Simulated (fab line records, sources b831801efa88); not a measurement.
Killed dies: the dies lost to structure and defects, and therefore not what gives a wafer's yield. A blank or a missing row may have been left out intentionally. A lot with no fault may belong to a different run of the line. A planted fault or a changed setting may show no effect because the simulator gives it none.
fab line records | flow sky130
[record] lots = 12 | wafers = 36 | last_day = 50
route steps=708 shown SONOS_ONO@172 VIA1@471 VIA2@508
lots untouched by any fault: they come from a run of this same line in which no faults occurred
start_h: the number of hours between the record's first day and the start of the first shown wafer of the lot | wait_h: hours from the lot's prior step to this one | " same as the row above | L1.1+2: one row covering several wafers at once | - either no value or no given start | * or withheld: withheld | < > ~ a bound
route shown NAME@n: NAME is a module with steps in the file, n the number in the route of the first one | usual: the fault-free wafers' mean and standard deviation | same: alike in all rows | chamber/n: place in a boat | sites: per-site readings | _std_site: how widely they spread, as a standard deviation | _edge_site: inner sites' mean taken away from outer sites' mean | radius_mm: for every site, how far away it sits from the centre of the wafer | mask NAME#n: copy n | behind: the last tool/chamber to shape the wafer | hold: cause of the lot's hold/its duration in hours/its outcome | device: the n, p or np transistor that did not switch | end of line: the same wafers' tests at the end of the route | a step without rows: its recipe alone | killed: the dies lost at the first sort to structure and to defects; this is not the yield of the wafer | map: a wafer's dies, x killed, . not, _ none there
set.NAME: setting as actually run; set.NAME@STEP: the setting as run at that earlier step | model.NAME: the simulator's own value behind a step, which no gauge read
the route's steps for a sample of lots (tables are steps, rows are wafers)
services: the hour from which a tool's chamber was out of use, counted from the record's first day as start_h (under 0 if before that day), plus the number of hours and why
[[steps]]
[step SKY_SONOS_ONO_CVD_04]
[recipe] material = SiO2 | precursor = SiH4/N2O | target_thk_nm = 5.7199 | temp_c = 900 | pressure_mtorr = 400
[usual] spike_tc_bottom_C = 915.6/1.4 | spike_tc_centre_C = 900.6/1.6 | spike_tc_lower_C = 901.8/1.2 | zone_power_bottom_pct = 24.6/0.43 | zone_power_centre_pct = 19.3/0.99 | zone_power_lower_pct = 18.4/1.5
[same] time_s = 900
lot.wafer | tool     | chamber | start_h | wait_h | spike_tc_bottom_C | spike_tc_centre_C | spike_tc_lower_C | zone_power_bottom_pct | zone_power_centre_pct | zone_power_lower_pct
L825.3    | lpcvd-03 | 0       | 261.03  | 0.0    | 917.3             | 896.7             | 902.2            | 24.2                  | 20.4                  | 20.4
L825.4    | "        | 0       | "       | "      | 916.8             | 899.5             | 903.3            | 24.4                  | 20.3                  | 20.3
L825.6    | "        | 0       | "       | "      | 916.6             | 900.4             | 903.2            | 24.1                  | 20.4                  | 20.0
L826.1    | lpcvd-03 | 1       | 277.56  | 0.1    | 914.2             | 903.1             | 901.0            | 24.5                  | 18.7                  | 17.3
L826.2    | "        | 1       | "       | "      | 914.6             | 902.3             | 901.9            | 24.9                  | 18.5                  | 17.1
L826.3    | "        | 1       | "       | "      | 914.2             | 901.0             | 900.2            | 24.8                  | 18.3                  | 17.2
L827.2    | lpcvd-03 | 1       | 288.51  | 0.0    | 916.2             | 902.0             | 901.2            | 24.7                  | 18.5                  | 16.9
L827.4    | "        | 1       | "       | "      | 914.8             | 901.9             | 902.0            | 24.8                  | 18.8                  | 17.1
L827.5    | "        | 1       | "       | "      | 914.7             | 901.6             | 900.6            | 24.9                  | 18.2                  | 17.6
L829.4    | lpcvd-03 | 0       | 296.06  | 0.0    | 917.3             | 899.8             | 901.8            | 24.2                  | 20.2                  | 20.2
L829.5    | "        | 0       | "       | "      | 918.1             | 899.9             | 902.0            | 24.2                  | 20.6                  | 20.1
L829.6    | "        | 0       | "       | "      | 915.3             | 900.1             | 902.5            | 24.1                  | 20.4                  | 20.7
L831.2    | lpcvd-03 | 1       | 317.71  | 0.0    | 914.7             | 900.5             | 902.4            | 24.6                  | 18.7                  | 17.2
L831.4    | "        | 1       | "       | "      | 914.0             | 900.6             | 901.6            | 24.6                  | 18.2                  | 17.0
L831.6    | "        | 1       | "       | "      | 914.0             | 901.1             | 901.6            | 25.0                  | 18.7                  | 17.2
L833.3    | lpcvd-03 | 1       | 327.73  | 0.0    | 917.4             | 903.4             | 900.0            | 24.9                  | 18.4                  | 17.0
L833.5    | "        | 1       | "       | "      | 914.2             | 901.3             | 901.3            | 25.0                  | 18.7                  | 16.7
L833.6    | "        | 1       | "       | "      | 912.5             | 902.0             | 901.3            | 25.1                  | 18.7                  | 17.2
L834.1    | lpcvd-03 | 1       | 331.92  | 0.1    | 916.2             | 902.0             | 900.9            | 24.7                  | 18.5                  | 17.2
L834.4    | "        | 1       | "       | "      | 915.1             | 903.0             | 902.7            | 24.9                  | 18.4                  | 17.1
L834.6    | "        | 1       | "       | "      | 913.2             | 902.3             | 900.8            | 24.9                  | 18.6                  | 16.8
L837.2    | lpcvd-03 | 0       | 359.08  | 0.0    | 911.9             | 895.8             | 936.4            | 19.1                  | 13.3                  | 36.3
L837.3    | "        | 0       | "       | "      | 909.5             | 894.6             | 938.5            | 19.9                  | 13.5                  | 36.2
L837.6    | "        | 0       | "       | "      | 911.0             | 894.9             | 938.2            | 19.5                  | 13.3                  | 36.0
L844.2    | lpcvd-03 | 0       | 412.08  | 0.0    | 914.9             | 897.5             | 904.7            | 24.5                  | 20.7                  | 20.3
L844.5    | "        | 0       | "       | "      | 916.4             | 899.1             | 904.3            | 24.2                  | 20.2                  | 20.2
L844.6    | "        | 0       | "       | "      | 917.0             | 897.6             | 902.8            | 24.0                  | 20.1                  | 20.2
L845.2    | lpcvd-03 | 1       | 417.48  | 0.0    | 916.5             | 899.3             | 902.5            | 24.7                  | 18.7                  | 17.2
L845.5    | "        | 1       | "       | "      | 915.7             | 901.6             | 901.3            | 24.7                  | 18.3                  | 17.2
L845.6    | "        | 1       | "       | "      | 913.6             | 899.5             | 900.8            | 24.9                  | 18.7                  | 17.4
L846.1    | lpcvd-03 | 1       | 429.70  | 0.1    | 913.5             | 901.3             | 901.5            | 25.1                  | 18.7                  | 16.8
L846.2    | "        | 1       | "       | "      | 914.5             | 902.4             | 900.0            | 25.0                  | 18.1                  | 17.3
L846.6    | "        | 1       | "       | "      | 913.7             | 902.2             | 900.5            | 24.7                  | 18.3                  | 17.3
L847.1    | lpcvd-03 | 0       | 440.98  | 0.1    | 917.8             | 897.9             | 902.5            | 24.2                  | 20.5                  | 20.2
L847.5    | "        | 0       | "       | "      | 915.2             | 900.4             | 903.2            | 24.3                  | 20.7                  | 20.5
L847.6    | "        | 0       | "       | "      | 914.9             | 899.8             | 903.1            | 24.1                  | 20.2                  | 20.0
[step SKY_SONOS_ONO_THK_MEAS_05]
[recipe] reads = SiO2_of_SONOS_ONO_CVD_04
[usual] SONOS_ONO_CVD_04_THK = 5.77/0.12
lot.wafer | tool          | chamber | start_h | wait_h | SONOS_ONO_CVD_04_THK[nm]
L825.3    | film_metro-04 | -       | 262.30  | 0.0    | 5.70
L825.4    | "             | -       | "       | "      | 5.70
L825.6    | "             | -       | "       | "      | 5.67
L826.1    | film_metro-02 | -       | 278.81  | 0.0    | 5.80
L826.2    | "             | -       | "       | "      | 5.76
L826.3    | "             | -       | "       | "      | 5.79
L827.2    | film_metro-02 | -       | 289.77  | 0.0    | 5.48
L827.4    | "             | -       | "       | "      | 5.47
L827.5    | "             | -       | "       | "      | 5.47
L829.4    | film_metro-02 | -       | 297.34  | 0.0    | 5.95
L829.5    | "             | -       | "       | "      | 5.92
L829.6    | "             | -       | "       | "      | 5.86
L831.2    | film_metro-02 | -       | 318.97  | 0.0    | 5.82
L831.4    | "             | -       | "       | "      | 5.85
L831.6    | "             | -       | "       | "      | 5.79
L833.3    | film_metro-04 | -       | 329.04  | 0.1    | 5.76
L833.5    | "             | -       | "       | "      | 5.82
L833.6    | "             | -       | "       | "      | 5.75
L834.1    | film_metro-02 | -       | 333.17  | 0.0    | 5.82
L834.4    | "             | -       | "       | "      | 5.96
L834.6    | "             | -       | "       | "      | 5.97
L837.2    | film_metro-02 | -       | 360.34  | 0.0    | 7.40
L837.3    | "             | -       | "       | "      | 7.42
L837.6    | "             | -       | "       | "      | 7.20
L844.2    | film_metro-02 | -       | 413.34  | 0.0    | 5.82
L844.5    | "             | -       | "       | "      | 5.80
L844.6    | "             | -       | "       | "      | 5.86
L845.2    | film_metro-03 | -       | 418.74  | 0.0    | 5.72
L845.5    | "             | -       | "       | "      | 5.64
L845.6    | "             | -       | "       | "      | 5.64
L846.1    | film_metro-04 | -       | 430.95  | 0.0    | 5.75
L846.2    | "             | -       | "       | "      | 5.73
L846.6    | "             | -       | "       | "      | 5.81
L847.1    | film_metro-04 | -       | 442.23  | 0.0    | 5.79
L847.5    | "             | -       | "       | "      | 5.77
L847.6    | "             | -       | "       | "      | 5.77
[step SKY_VIA1_OVL_MEAS_13]
[usual] VIA1_OVL = -2/5.4
lot.wafer | tool       | chamber | start_h | wait_h | VIA1_OVL[nm]
L825.3    | overlay-02 | -       | 800.91  | 0.1    | 0
L825.4    | "          | -       | "       | "      | 2
L825.6    | "          | -       | "       | "      | -1
L826.1    | overlay-01 | -       | 819.17  | 0.1    | -2
L826.2    | "          | -       | "       | "      | 5
L826.3    | "          | -       | "       | "      | -2
L827.2    | overlay-01 | -       | 828.88  | 0.1    | 0
L827.4    | "          | -       | "       | "      | -8
L827.5    | "          | -       | "       | "      | 7
L829.4    | overlay-01 | -       | 832.27  | 0.1    | 4
L829.5    | "          | -       | "       | "      | 1
L829.6    | "          | -       | "       | "      | 4
L831.2    | overlay-02 | -       | 857.23  | 0.1    | -9
L831.4    | "          | -       | "       | "      | -5
L831.6    | "          | -       | "       | "      | -8
L833.3    | overlay-01 | -       | 859.58  | 0.1    | -2
L833.5    | "          | -       | "       | "      | 0
L833.6    | "          | -       | "       | "      | -11
L834.1    | overlay-02 | -       | 869.98  | 0.1    | 2
L834.4    | "          | -       | "       | "      | -1
L834.6    | "          | -       | "       | "      | 5
L837.2    | overlay-02 | -       | 895.79  | 0.1    | -12
L837.3    | "          | -       | "       | "      | -5
L837.6    | "          | -       | "       | "      | -8
L844.2    | overlay-02 | -       | 944.24  | 0.1    | 2
L844.5    | "          | -       | "       | "      | 8
L844.6    | "          | -       | "       | "      | 1
L845.2    | overlay-02 | -       | 944.48  | 0.1    | 6
L845.5    | "          | -       | "       | "      | -2
L845.6    | "          | -       | "       | "      | -1
L846.1    | overlay-02 | -       | 951.27  | 0.1    | -5
L846.2    | "          | -       | "       | "      | -2
L846.6    | "          | -       | "       | "      | -9
L847.1    | overlay-01 | -       | 960.77  | 0.1    | 1
L847.5    | "          | -       | "       | "      | -1
L847.6    | "          | -       | "       | "      | -3
[step SKY_VIA1_ETCH_15]
[recipe] target = SiO2 | chemistry = C4F8/O2/Ar | target_depth_nm = 351 | stop_on = TiN | mask_material = KrF-thick | source_w = 1500 | bias_w = 1200 | pressure_mtorr = 40 | c4f8_flow_sccm = withheld | O2_flow_sccm = 6 | Ar_flow_sccm = 300 | time_s = 54
[usual] oes_product_au = 0.980/0.0054
[same] time_s = 54
lot.wafer | tool        | chamber | start_h | wait_h | oes_product_au
L825.3    | rie_diel-01 | 2       | 800.98  | 0.0    | 0.976
L825.4    | "           | 3       | "       | "      | 0.986
L825.6    | "           | 3       | "       | "      | 0.973
L826.1    | rie_diel-01 | 0       | 819.25  | 0.0    | 0.990
L826.2    | "           | 1       | "       | "      | 0.985
L826.3    | "           | 3       | "       | "      | 0.964
L827.2    | rie_diel-03 | 3       | 828.95  | 0.0    | 0.976
L827.4    | "           | 1       | "       | "      | 0.986
L827.5    | "           | 1       | "       | "      | 0.982
L829.4    | rie_diel-01 | 0       | 832.33  | 0.0    | 0.981
L829.5    | "           | 2       | "       | "      | 0.985
L829.6    | "           | 1       | "       | "      | 0.980
L831.2    | rie_diel-01 | 3       | 857.30  | 0.0    | 0.976
L831.4    | "           | 0       | "       | "      | 0.981
L831.6    | "           | 2       | "       | "      | 0.979
L833.3    | rie_diel-01 | 2       | 859.65  | 0.0    | 0.975
L833.5    | "           | 0       | "       | "      | 0.974
L833.6    | "           | 1       | "       | "      | 0.983
L834.1    | rie_diel-03 | 0       | 870.06  | 0.0    | 0.981
L834.4    | "           | 2       | "       | "      | 0.978
L834.6    | "           | 2       | "       | "      | 0.985
L837.2    | rie_diel-02 | 0       | 895.86  | 0.0    | 0.970
L837.3    | "           | 2       | "       | "      | 0.980
L837.6    | "           | 2       | "       | "      | 0.973
L844.2    | rie_diel-02 | 3       | 944.31  | 0.0    | 0.980
L844.5    | "           | 0       | "       | "      | 0.987
L844.6    | "           | 3       | "       | "      | 0.990
L845.2    | rie_diel-01 | 1       | 944.55  | 0.0    | 0.982
L845.5    | "           | 2       | "       | "      | 0.987
L845.6    | "           | 3       | "       | "      | 0.979
L846.1    | rie_diel-02 | 1       | 951.35  | 0.0    | 0.984
L846.2    | "           | 0       | "       | "      | 0.984
L846.6    | "           | 2       | "       | "      | 0.981
L847.1    | rie_diel-03 | 2       | 960.85  | 0.0    | 0.976
L847.5    | "           | 2       | "       | "      | 0.972
L847.6    | "           | 3       | "       | "      | 0.977
[step SKY_VIA2_THK_MEAS_01]
[recipe] reads = SiO2_of_VIA2_HDPCVD_00
[usual] VIA2_HDPCVD_THK = 1178/11
lot.wafer | tool          | chamber | start_h | wait_h | VIA2_HDPCVD_THK[nm]
L825.3    | film_metro-04 | -       | 829.96  | 0.1    | 1193
L825.4    | "             | -       | "       | "      | 1187
L825.6    | "             | -       | "       | "      | 1189
L826.1    | film_metro-03 | -       | 847.99  | 0.1    | 1194
L826.2    | "             | -       | "       | "      | 1173
L826.3    | "             | -       | "       | "      | 1189
L827.2    | film_metro-03 | -       | 857.52  | 0.1    | 1163
L827.4    | "             | -       | "       | "      | 1168
L827.5    | "             | -       | "       | "      | 1163
L829.4    | film_metro-02 | -       | 860.95  | 0.0    | 1181
L829.5    | "             | -       | "       | "      | 1199
L829.6    | "             | -       | "       | "      | 1166
L831.2    | film_metro-02 | -       | 885.49  | 0.1    | 1177
L831.4    | "             | -       | "       | "      | 1181
L831.6    | "             | -       | "       | "      | 1167
L833.3    | film_metro-03 | -       | 887.79  | 0.1    | 1157
L833.5    | "             | -       | "       | "      | 1150
L833.6    | "             | -       | "       | "      | 1160
L834.1    | film_metro-03 | -       | 898.31  | 0.1    | 1189
L834.4    | "             | -       | "       | "      | 1186
L834.6    | "             | -       | "       | "      | 1182
L837.2    | film_metro-02 | -       | 923.42  | 0.1    | 1186
L837.3    | "             | -       | "       | "      | 1179
L837.6    | "             | -       | "       | "      | 1184
L844.2    | film_metro-03 | -       | 971.18  | 0.1    | 1204
L844.5    | "             | -       | "       | "      | 1181
L844.6    | "             | -       | "       | "      | 1189
L845.2    | film_metro-04 | -       | 971.27  | 0.1    | 1182
L845.5    | "             | -       | "       | "      | 1171
L845.6    | "             | -       | "       | "      | 1184
L846.1    | film_metro-02 | -       | 977.85  | 0.1    | 1180
L846.2    | "             | -       | "       | "      | 1187
L846.6    | "             | -       | "       | "      | 1200
L847.1    | film_metro-02 | -       | 987.26  | 0.1    | 1163
L847.5    | "             | -       | "       | "      | 1183
L847.6    | "             | -       | "       | "      | 1180
[[services]]
tool        | chamber | start_h | hours | kind
rie_diel-03 | -       | 268.95  | 15.6  | pm
rie_diel-02 | 0       | 297.53  | 28.9  | repair
rie_diel-02 | -       | 322.08  | 2.7   | repair
rie_diel-01 | -       | 335.10  | 0.3   | repair
lpcvd-03    | -       | 339.47  | 6.0   | pm
rie_diel-02 | 2       | 357.06  | 22.8  | repair
rie_diel-01 | -       | 377.16  | 2.8   | pm
rie_diel-03 | 0       | 383.79  | 1.6   | repair
rie_diel-03 | 0       | 432.56  | 17.5  | repair
rie_diel-01 | 0       | 433.67  | 7.4   | repair
rie_diel-02 | 0       | 435.25  | 7.2   | repair
rie_diel-01 | 0       | 455.55  | 8.2   | repair
rie_diel-01 | 3       | 486.22  | 7.7   | repair
rie_diel-03 | -       | 488.35  | 2.2   | repair
rie_diel-03 | 3       | 511.23  | 3.0   | repair
rie_diel-01 | 3       | 543.19  | 5.3   | repair
rie_diel-01 | 0       | 616.10  | 10.4  | repair
rie_diel-01 | 2       | 663.90  | 16.6  | repair
rie_diel-01 | 0       | 694.52  | 5.6   | repair
lpcvd-03    | -       | 697.43  | 2.8   | pm
rie_diel-01 | 3       | 701.86  | 15.4  | repair
rie_diel-01 | 0       | 766.27  | 5.0   | repair
rie_diel-01 | 2       | 934.68  | 7.0   | repair
rie_diel-01 | 2       | 955.45  | 3.0   | repair
[[key]]
[first_sign] step = SKY_SONOS_ONO_CVD_04 | reading = spike_tc_lower_C | direction = up | sigmas = 30 | usual = 901.8 | struck = 937.7
[effect] step = SKY_SONOS_ONO_CVD_04 | reading = zone_power_bottom_pct | direction = down | sigmas = 12 | usual = 24.6 | struck = 19.5
[effect] step = SKY_SONOS_ONO_THK_MEAS_05 | reading = SONOS_ONO_CVD_04_THK | direction = up | sigmas = 13 | usual = 5.77 | struck = 7.34
met_at SKY_SONOS_ONO_CVD_04
struck_lots L837
struck_wafers L837.2,L837.3,L837.6
tester_left_out L837
not_acting_at SKY_VIA1_OVL_MEAS_13,SKY_VIA1_ETCH_15,SKY_VIA2_THK_MEAS_01
onset_between 296.06 359.08
[fault] kind = process_parameter_drift | tool = lpcvd-03 | chamber = 0 | onset_h = 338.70 | steps = SKY_SONOS_ONO_CVD_04 | channel = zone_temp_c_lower | offset = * | shape = step | end_h = 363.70
// tester_left_out: of these lots the tester's yield and bins aren't shown, on N5 and GAA mostly nor the transistor test; their killed dies are dies lost to structure and defects alone, not to doping, threshold or leakage, so they don't give the yield
